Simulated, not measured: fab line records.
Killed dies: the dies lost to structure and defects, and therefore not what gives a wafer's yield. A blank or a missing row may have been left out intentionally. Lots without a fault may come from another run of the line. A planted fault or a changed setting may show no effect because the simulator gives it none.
fab line records    flow gf180mcu
record: lots: 12  wafers: 36  last-day: 34
route steps=602 shown HV_LDD@190
lots that met no fault: from a run of the same line without faults
start-h: start of the lot's first displayed wafer, in hours after the record's first day    wait-h: hours from the lot's prior step to this one    " repeats the value in the row above    L1.1+2: several wafers, shown together as one row    - either no value or no given start    * or withheld: withheld    < > ~ a bound
route shown NAME@n: names a module that has steps shown in the file, with the first one's number in the route    usual: average and standard deviation across the fault-free wafers    same: alike in all rows    chamber/n: place in a boat    sites: the reading at each site    _std_site: the values' standard deviation    _edge_site: mean of outer sites minus mean of inner sites    radius-mm: how far each site lies from the wafer's centre    mask NAME#n: copy n    behind: the last tool/chamber to shape the wafer    hold: why the lot went on hold/how many hours it stayed there/how the hold came to an end    device: the transistor (n, p or np) that didn't switch    end of line: at the end of the route, the tests of the same wafers    a step with no rows: only its recipe    killed: count of dies lost to structure and defects at first sort (not the wafer's yield)    map: a wafer's dies, marking killed ones x, the rest . and places with no die _
set.NAME: the setting that was run; set.NAME@STEP: the one run at that earlier step    model.NAME: the simulator's own value behind a step, which no gauge read
the route's steps for a sample of lots (tables are steps, rows are wafers)
services: when a tool's chamber went out of use (start-h, in hours from the record's first day, below 0 if earlier), for how many hours, and the reason
== steps ==
step: GF_HV_LDD_COAT_14
recipe: resist: NOVOLAK  spin-rpm: 3000  resist-thk-nm: 1000
usual: exhaust-pa: 44.9/0.89  spin-speed-rpm: 2999.8/1.9
lot.wafer  tool            chamber  start-h  wait-h  exhaust-pa  spin-speed-rpm
L778.4     litho-track-03  0        225.32   0.1     44.2        2998.6
L778.5     "               0        "        "       46.8        3002.0
L778.6     "               0        "        "       44.8        2999.9
L781.2     litho-track-02  0        240.56   0.1     45.2        2997.7
L781.5     "               0        "        "       43.9        2997.0
L781.6     "               0        "        "       43.4        2999.8
L783.1     litho-track-01  0        258.72   0.1     44.2        2996.3
L783.3     "               0        "        "       45.5        3000.6
L783.6     "               0        "        "       44.6        2998.9
L784.1     litho-track-03  0        268.05   0.1     45.6        2999.7
L784.5     "               0        "        "       45.0        3001.8
L784.6     "               0        "        "       44.3        3001.6
L785.1     litho-track-01  0        276.22   0.1     43.2        2996.5
L785.4     "               0        "        "       43.2        2999.7
L785.5     "               0        "        "       44.1        2998.6
L786.3     litho-track-01  0        285.07   0.1     46.9        2996.2
L786.5     "               0        "        "       44.2        2996.7
L786.6     "               0        "        "       44.8        3003.3
L787.3     litho-track-01  0        291.92   0.1     45.0        3995.8
L787.4     "               0        "        "       44.9        3997.9
L787.5     "               0        "        "       44.0        3997.7
L788.2     litho-track-02  0        304.06   0.1     46.5        2999.2
L788.3     "               0        "        "       46.1        2999.1
L788.6     "               0        "        "       45.6        2997.5
L789.1     litho-track-01  0        313.52   0.1     45.0        3994.6
L789.5     "               0        "        "       45.6        3996.3
L789.6     "               0        "        "       45.3        3998.8
L798.1     litho-track-03  0        375.60   0.1     44.5        2997.4
L798.3     "               0        "        "       44.4        2999.9
L798.4     "               0        "        "       43.8        3001.1
L799.2     litho-track-01  0        379.44   0.1     45.2        2995.7
L799.5     "               0        "        "       44.7        2999.2
L799.6     "               0        "        "       45.6        2999.2
L801.4     litho-track-01  0        397.14   0.1     43.3        3001.7
L801.5     "               0        "        "       43.5        2997.5
L801.6     "               0        "        "       44.2        2999.2
step: GF_HV_LDD_CD_MEAS_19
recipe: target-cd-nm: 400
usual: cd-nm: 400.2/2.6
lot.wafer  tool       chamber  start-h  wait-h  cd-nm
L778.4     cd-sem-02  -        233.95   0.1     398.2
L778.5     "          -        "        "       396.4
L778.6     "          -        "        "       396.0
L781.2     cd-sem-02  -        250.01   0.1     398.8
L781.5     "          -        "        "       398.8
L781.6     "          -        "        "       398.8
L783.1     cd-sem-02  -        268.39   0.1     397.4
L783.3     "          -        "        "       397.1
L783.6     "          -        "        "       396.8
L784.1     cd-sem-01  -        277.75   0.1     402.7
L784.5     "          -        "        "       402.0
L784.6     "          -        "        "       404.2
L785.1     cd-sem-01  -        285.30   0.1     400.0
L785.4     "          -        "        "       400.0
L785.5     "          -        "        "       399.5
L786.3     cd-sem-02  -        295.04   0.1     403.8
L786.5     "          -        "        "       402.5
L786.6     "          -        "        "       403.7
L787.3     cd-sem-02  -        302.54   0.1     410.3
L787.4     "          -        "        "       412.9
L787.5     "          -        "        "       413.7
L788.2     cd-sem-02  -        314.62   0.1     401.5
L788.3     "          -        "        "       401.9
L788.6     "          -        "        "       403.5
L789.1     cd-sem-01  -        323.95   0.1     409.4
L789.5     "          -        "        "       408.4
L789.6     "          -        "        "       407.9
L798.1     cd-sem-01  -        386.92   0.1     402.4
L798.3     "          -        "        "       402.0
L798.4     "          -        "        "       399.8
L799.2     cd-sem-02  -        390.66   0.1     401.4
L799.5     "          -        "        "       400.6
L799.6     "          -        "        "       397.0
L801.4     cd-sem-01  -        408.58   0.1     401.2
L801.5     "          -        "        "       401.6
L801.6     "          -        "        "       402.7
step: GF_HV_LDD_OVL_MEAS_20
usual: HV_LDD_01_OVL: 1.0/1.5
lot.wafer  tool        chamber  start-h  wait-h  HV_LDD_01_OVL[nm]
L778.4     overlay-01  -        234.03   0.1     2.1
L778.5     "           -        "        "       3.2
L778.6     "           -        "        "       3.0
L781.2     overlay-01  -        250.11   0.1     -1.2
L781.5     "           -        "        "       -1.3
L781.6     "           -        "        "       1.1
L783.1     overlay-01  -        268.51   0.1     0.4
L783.3     "           -        "        "       1.0
L783.6     "           -        "        "       1.4
L784.1     overlay-02  -        277.87   0.1     1.5
L784.5     "           -        "        "       2.4
L784.6     "           -        "        "       0.7
L785.1     overlay-01  -        285.42   0.1     2.5
L785.4     "           -        "        "       1.4
L785.5     "           -        "        "       1.3
L786.3     overlay-02  -        295.13   0.1     1.8
L786.5     "           -        "        "       -0.6
L786.6     "           -        "        "       1.7
L787.3     overlay-02  -        302.63   0.1     2.3
L787.4     "           -        "        "       2.1
L787.5     "           -        "        "       1.6
L788.2     overlay-01  -        314.72   0.1     2.4
L788.3     "           -        "        "       3.8
L788.6     "           -        "        "       3.5
L789.1     overlay-02  -        324.07   0.1     -0.9
L789.5     "           -        "        "       0.6
L789.6     "           -        "        "       0.2
L798.1     overlay-02  -        387.04   0.1     -0.1
L798.3     "           -        "        "       -1.5
L798.4     "           -        "        "       -0.4
L799.2     overlay-01  -        390.76   0.1     3.7
L799.5     "           -        "        "       3.2
L799.6     "           -        "        "       3.7
L801.4     overlay-02  -        408.65   0.1     2.8
L801.5     "           -        "        "       1.3
L801.6     "           -        "        "       0.0
step: GF_HV_LDD_STRIP_22
recipe: chemistry: O2/N2  power-w: 1400  pressure-mtorr: 1500  platen-temp-c: 250  o2-flow-sccm: 3000  n2-flow-sccm: 300  overash-fraction: 0.5
usual: chamber-pressure-mTorr: 1499.9/1.5  drypump-motor-current-A: 5.5/0.34  heater-power-w: 335/40  n2-flow-sccm: 299.9/0.87  oes-product-au: 0.716/0.0047  platen-temp-c: 250.03/0.17  strip-time-to-endpoint-s: 12.62/0.038
lot.wafer  tool             chamber  start-h  wait-h  chamber-pressure-mTorr  drypump-motor-current-A  heater-power-w  n2-flow-sccm  oes-product-au  platen-temp-c  rf-hours-counter-h  strip-time-to-endpoint-s
L778.4     plasma-asher-01  0        234.23   0.1     1499.0                  5.7                      368             300.3         0.710           250.02         -                   12.65
L778.5     "                0        "        "       1501.2                  5.7                      367             298.7         0.712           250.13         -                   12.61
L778.6     "                1        "        "       1502.7                  5.3                      384             300.3         0.724           249.99         -                   12.60
L781.2     plasma-asher-01  1        250.29   0.1     1501.2                  5.3                      391             300.9         0.716           250.06         13                  12.54
L781.5     "                1        "        "       1498.9                  5.3                      395             299.1         0.713           250.17         -                   12.53
L781.6     "                0        "        "       1499.5                  5.7                      362             299.8         0.720           249.99         -                   12.58
L783.1     plasma-asher-04  0        268.69   0.1     1501.0                  5.3                      333             299.9         0.710           249.98         62                  12.66
L783.3     "                0        "        "       1498.2                  5.3                      317             300.5         0.717           250.12         -                   12.65
L783.6     "                1        "        "       1499.9                  6.1                      269             299.6         0.715           250.23         -                   12.63
L784.1     plasma-asher-04  0        278.05   0.1     1498.5                  5.2                      337             299.9         0.725           250.08         63                  12.61
L784.5     "                1        "        "       1499.5                  6.0                      274             299.6         0.714           250.15         -                   12.61
L784.6     "                0        "        "       1498.6                  5.2                      331             299.4         0.719           250.09         -                   12.63
L785.1     plasma-asher-04  1        285.60   0.1     1502.1                  6.1                      280             299.7         0.720           250.25         64                  12.62
L785.4     "                1        "        "       1496.7                  6.0                      277             298.6         0.715           250.13         -                   12.58
L785.5     "                0        "        "       1499.8                  5.2                      330             301.4         0.715           249.70         -                   12.61
L786.3     plasma-asher-04  1        295.34   0.1     1500.3                  6.0                      269             301.3         0.713           250.01         -                   12.65
L786.5     "                0        "        "       1499.1                  5.2                      327             299.2         0.716           249.78         -                   12.64
L786.6     "                1        "        "       1499.2                  6.0                      276             300.2         0.721           250.11         -                   12.61
L787.3     plasma-asher-01  1        302.84   0.1     1497.5                  5.3                      387             299.9         0.694           250.07         -                   11.05
L787.4     "                0        "        "       1499.4                  5.7                      367             300.6         0.690           249.84         -                   11.11
L787.5     "                1        "        "       1499.5                  5.3                      394             301.2         0.697           250.21         -                   11.08
L788.2     plasma-asher-01  0        314.90   0.1     1503.6                  5.7                      373             300.1         0.715           250.05         20                  12.63
L788.3     "                1        "        "       1497.9                  5.3                      388             300.4         0.718           250.15         -                   12.60
L788.6     "                0        "        "       1497.8                  5.7                      374             299.3         0.712           250.15         -                   12.62
L789.1     plasma-asher-02  0        324.25   0.1     1502.1                  5.1                      313             300.6         0.698           250.17         69                  11.11
L789.5     "                0        "        "       1499.3                  5.0                      308             302.1         0.699           250.22         -                   11.11
L789.6     "                1        "        "       1500.4                  5.6                      356             298.6         0.691           249.89         -                   11.06
L798.1     plasma-asher-02  0        387.22   0.1     1500.1                  5.0                      319             298.6         0.717           250.36         76                  12.63
L798.3     "                1        "        "       1500.0                  5.6                      346             299.9         0.717           250.02         -                   12.65
L798.4     "                0        "        "       1500.8                  5.0                      312             298.5         0.721           250.30         -                   12.65
L799.2     plasma-asher-04  0        390.94   0.1     1496.2                  5.2                      326             301.6         0.712           250.12         75                  12.59
L799.5     "                0        "        "       1501.0                  5.2                      335             300.0         0.721           250.18         -                   12.59
L799.6     "                1        "        "       1497.0                  6.1                      264             299.3         0.717           249.83         -                   12.64
L801.4     plasma-asher-01  1        408.85   0.1     1502.4                  5.3                      386             298.8         0.709           249.59         -                   12.68
L801.5     "                1        "        "       1499.6                  5.3                      382             299.3         0.716           249.87         -                   12.63
L801.6     "                0        "        "       1499.9                  5.7                      378             300.5         0.712           250.27         -                   12.62
step: GF_HV_LDD_CD_MEAS_46
recipe: target-cd-nm: 400
usual: cd-nm: 399.4/1.9
lot.wafer  tool       chamber  start-h  wait-h  cd-nm
L778.4     cd-sem-01  -        272.26   0.1     399.3
L778.5     "          -        "        "       397.6
L778.6     "          -        "        "       398.5
L781.2     cd-sem-01  -        289.04   0.1     400.3
L781.5     "          -        "        "       401.4
L781.6     "          -        "        "       399.5
L783.1     cd-sem-01  -        308.67   0.1     400.7
L783.3     "          -        "        "       401.7
L783.6     "          -        "        "       400.6
L784.1     cd-sem-02  -        319.02   0.1     401.3
L784.5     "          -        "        "       400.4
L784.6     "          -        "        "       399.8
L785.1     cd-sem-01  -        327.74   0.1     397.3
L785.4     "          -        "        "       397.9
L785.5     "          -        "        "       397.1
L786.3     cd-sem-01  -        338.06   0.1     399.6
L786.5     "          -        "        "       399.2
L786.6     "          -        "        "       400.9
L787.3     cd-sem-02  -        344.83   0.1     403.5
L787.4     "          -        "        "       404.9
L787.5     "          -        "        "       401.0
L788.2     cd-sem-02  -        357.82   0.1     398.2
L788.3     "          -        "        "       399.6
L788.6     "          -        "        "       402.3
L789.1     cd-sem-02  -        368.29   0.1     397.3
L789.5     "          -        "        "       400.4
L789.6     "          -        "        "       398.9
L798.1     cd-sem-02  -        434.24   0.1     398.3
L798.3     "          -        "        "       400.7
L798.4     "          -        "        "       399.8
L799.2     cd-sem-02  -        438.21   0.1     400.7
L799.5     "          -        "        "       397.8
L799.6     "          -        "        "       400.1
L801.4     cd-sem-01  -        457.35   0.1     397.5
L801.5     "          -        "        "       399.1
L801.6     "          -        "        "       400.3
step: GF_HV_LDD_OVL_MEAS_47
usual: HV_LDD_03_OVL: 0.2/1.3
lot.wafer  tool        chamber  start-h  wait-h  HV_LDD_03_OVL[nm]
L778.4     overlay-02  -        272.34   0.1     2.5
L778.5     "           -        "        "       2.9
L778.6     "           -        "        "       2.0
L781.2     overlay-02  -        289.14   0.1     1.2
L781.5     "           -        "        "       0.2
L781.6     "           -        "        "       0.3
L783.1     overlay-02  -        308.79   0.1     -1.3
L783.3     "           -        "        "       -1.1
L783.6     "           -        "        "       -1.2
L784.1     overlay-02  -        319.14   0.1     1.9
L784.5     "           -        "        "       1.3
L784.6     "           -        "        "       0.0
L785.1     overlay-02  -        327.86   0.1     1.5
L785.4     "           -        "        "       2.1
L785.5     "           -        "        "       0.1
L786.3     overlay-02  -        338.15   0.1     -0.8
L786.5     "           -        "        "       0.1
L786.6     "           -        "        "       0.9
L787.3     overlay-01  -        344.92   0.1     1.5
L787.4     "           -        "        "       0.4
L787.5     "           -        "        "       0.6
L788.2     overlay-01  -        357.92   0.1     -1.6
L788.3     "           -        "        "       -1.7
L788.6     "           -        "        "       -1.8
L789.1     overlay-01  -        368.41   0.1     1.1
L789.5     "           -        "        "       1.6
L789.6     "           -        "        "       2.0
L798.1     overlay-01  -        434.36   0.1     0.0
L798.3     "           -        "        "       2.1
L798.4     "           -        "        "       1.7
L799.2     overlay-02  -        438.31   0.1     -0.1
L799.5     "           -        "        "       -0.5
L799.6     "           -        "        "       -0.4
L801.4     overlay-01  -        457.42   0.1     -0.2
L801.5     "           -        "        "       -1.0
L801.6     "           -        "        "       -0.6
== services ==
tool             chamber  start-h  hours  kind
plasma-asher-04  -        231.25   2.7    repair
== key ==
first-sign: step: GF_HV_LDD_COAT_14  reading: spin-speed-rpm  direction: up  sigmas: 99+  usual: *  struck: *
effect: step: GF_HV_LDD_CD_MEAS_19  reading: cd-nm  direction: up  sigmas: 4  usual: 400.2  struck: 410.4
effect: step: GF_HV_LDD_STRIP_22  reading: strip-time-to-endpoint-s  direction: down  sigmas: 40  usual: *  struck: *
met-at GF_HV_LDD_COAT_14
struck-lots L787,L789
tester-left-out L787,L789
not-acting-at GF_HV_LDD_OVL_MEAS_20,GF_HV_LDD_CD_MEAS_46,GF_HV_LDD_OVL_MEAS_47
onset-between 285.07 291.92
fault: kind: process-parameter-drift  tool: litho-track-01  chamber: -  onset-h: 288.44  steps: GF_HV_LDD_COAT_14  channel: spin-rpm  offset: *  shape: step  end-h: 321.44  acts-in: *  stated: *
tester-left-out: of these lots the tester's yield and bins aren't shown, on N5 and GAA mostly nor the transistor test; their killed dies are dies lost to structure and defects alone, not to doping, threshold or leakage, so they don't give the yield
